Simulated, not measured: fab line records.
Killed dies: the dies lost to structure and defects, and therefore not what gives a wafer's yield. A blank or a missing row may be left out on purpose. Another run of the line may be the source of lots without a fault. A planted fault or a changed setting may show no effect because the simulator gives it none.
Which tool is to blame?	flow sky130	12 lots, 35 wafers sampled, at 4 steps of a route of 708

WHAT EACH GAUGE READ, for each wafer
SKY_METAL5_RS_MEAS_05: the measuring method here is four-point-probe. Usual: METAL5_ALCU_RS typically reads 0.0270 ohm/sq, with standard deviation 0.00033.
lot	measured	on	METAL5_ALCU_RS (ohm/sq)	flag
L602	day 42 15:27	film-metro-02	0.0272 0.0267 0.0266	
L603	day 43 05:58	film-metro-02	0.0274 0.0272 0.0270	
L605	day 43 15:56	film-metro-02	0.0268 0.0274 0.0276	
L607	day 44 08:08	film-metro-03	0.0269 0.0269 0.0271	
L608	day 44 18:34	film-metro-03	0.0273 0.0275 0.0274	
L609	day 45 12:08	film-metro-01	0.0271 0.0270 0.0271	
L610	day 46 00:40	film-metro-03	0.0275 0.0271 0.0275	
L617	day 47 04:30	film-metro-01	0.0274 0.0272	
L619	day 47 09:40	film-metro-03	0.0267 0.0270 0.0265	
L621	day 48 08:19	film-metro-01	0.0270 0.0267 0.0266	
L622	day 48 08:37	film-metro-02	0.0271 0.0266 0.0264	
L624	day 48 14:19	film-metro-02	0.0270 0.0268 0.0272	

SKY_PASSIVATION_THK_MEAS_01. Usual: PASSIVATION_CVD_00_THK typically reads 90.0 nm, with standard deviation 1.2.
lot	measured	on	PASSIVATION_CVD_00_THK (nm)	flag
L602	day 43 16:13	film-metro-03	90.0 89.5 91.8	
L603	day 44 05:14	film-metro-04	87.7 89.4 90.0	
L605	day 44 14:39	film-metro-02	92.3 89.8 92.1	
L607	day 45 05:25	film-metro-02	88.9 89.7 89.9	
L608	day 45 16:01	film-metro-04	90.7 91.5 91.7	
L609	day 46 08:53	film-metro-04	87.6 90.7 90.8	
L610	day 46 21:48	film-metro-03	90.4 89.2 89.9	
L617	day 48 01:17	film-metro-02	88.4 88.6	
L619	day 48 06:05	film-metro-02	89.3 90.1 90.5	
L621	day 49 04:14	film-metro-03	90.7 89.7 90.6	
L622	day 49 04:50	film-metro-03	90.8 89.1 90.4	
L624	day 49 09:37	film-metro-03	89.0 88.0 89.8	

SKY_PASSIVATION_THK_MEAS_03. Usual: PASSIVATION_CVD_02_THK typically reads 539 nm, with standard deviation 7.1.
lot	measured	on	PASSIVATION_CVD_02_THK (nm)	flag
L602	day 43 16:29	film-metro-02	539 546 548	
L603	day 44 05:32	film-metro-03	539 538 536	
L605	day 44 14:56	film-metro-02	534 528 545	
L607	day 45 05:41	film-metro-02	546 529 534	
L608	day 45 16:18	film-metro-03	536 550 543	
L609	day 46 09:11	film-metro-04	534 534 546	
L610	day 46 22:05	film-metro-02	552 545 544	
L617	day 48 01:34	film-metro-03	546 601	OFF
L619	day 48 06:22	film-metro-04	604 550 554	OFF
L621	day 49 04:31	film-metro-02	531 537 540	
L622	day 49 05:07	film-metro-02	522 530 549	
L624	day 49 09:53	film-metro-02	527 533 542	

WHICH TOOL RAN EACH LOT (tool, then ch and the chambers of the sampled wafers, then the start)
lot	SKY_PASSIVATION_CVD_02
L602	pecvd-01 ch 1,2, day 43 16:16
L603	pecvd-02 ch 0,2, day 44 05:17
L605	pecvd-04 ch 1,2, day 44 14:43
L607	pecvd-01 ch 0,2, day 45 05:28
L608	pecvd-02 ch 0,1,2, day 45 16:04
L609	pecvd-02 ch 0,2, day 46 08:56
L610	pecvd-02 ch 0,1,2, day 46 21:56
L617	pecvd-02 ch 1,2, day 48 01:20
L619	pecvd-02 ch 0,2, day 48 06:08
L621	pecvd-04 ch 0,1,2, day 49 04:17
L622	pecvd-01 ch 0,1,2, day 49 04:54
L624	pecvd-01 ch 0,1,2, day 49 09:40
- SKY_PASSIVATION_CVD_02: deposits Si3N4, target thk 540 nm.

WHAT THE TOOLS THEMSELVES READ (means of the sampled wafers that have a number; where no wafer has one, the mark that the record gives instead)
SKY_PASSIVATION_CVD_02. Usual: heater-power-w 774 W, standard deviation 110; susceptor-temp-C 400.01 C, standard deviation 0.21.
lot	tool	heater-power-w (W)	susceptor-temp-C (C)	flag
L602	pecvd-01	732	400.01	
L603	pecvd-02	795	400.09	
L605	pecvd-04	796	399.98	
L607	pecvd-01	820	399.87	
L608	pecvd-02	831	400.05	
L609	pecvd-02	773	399.72	
L610	pecvd-02	774	400.15	
L617	pecvd-02	762	399.86	
L619	pecvd-02	841	400.10	
L621	pecvd-04	741	400.22	
L622	pecvd-01	774	400.03	
L624	pecvd-01	739	399.92	

THE ANSWER, worked out from the rows above alone
Rule: a lot counts as off when the mean over its wafers that have a number is more than 3 standard deviations away from the usual mean. Also off: a lot with no number at a reading for which 4 or more lots have one. The other lots that the step has rows for count as sound. After the gauges, taken in route order, come the tools' own readings; for these a lot's mean is taken, as printed above. The first step at which some lot is off is used, and at that step the reading that is off furthest; a lot without a number counts as furthest.
Off: L617, L619, at SKY_PASSIVATION_THK_MEAS_03 (PASSIVATION_CVD_02_THK).
If a tool, at a process step before that reading, ran all the lots that are off and no sound lot after the first of them, it fits. Those tools and the gauges at SKY_PASSIVATION_THK_MEAS_03 are tried in the same way. One fits: pecvd-02 at SKY_PASSIVATION_CVD_02. A fault onset in the window from L610 (day 46 21:56, its last sound lot) to L617 (day 48 01:20, its first lot off) fits.

WHAT WAS PUT IN BY THE SIMULATOR
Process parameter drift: pecvd-02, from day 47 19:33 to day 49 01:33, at SKY_PASSIVATION_CVD_02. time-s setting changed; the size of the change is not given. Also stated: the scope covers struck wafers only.
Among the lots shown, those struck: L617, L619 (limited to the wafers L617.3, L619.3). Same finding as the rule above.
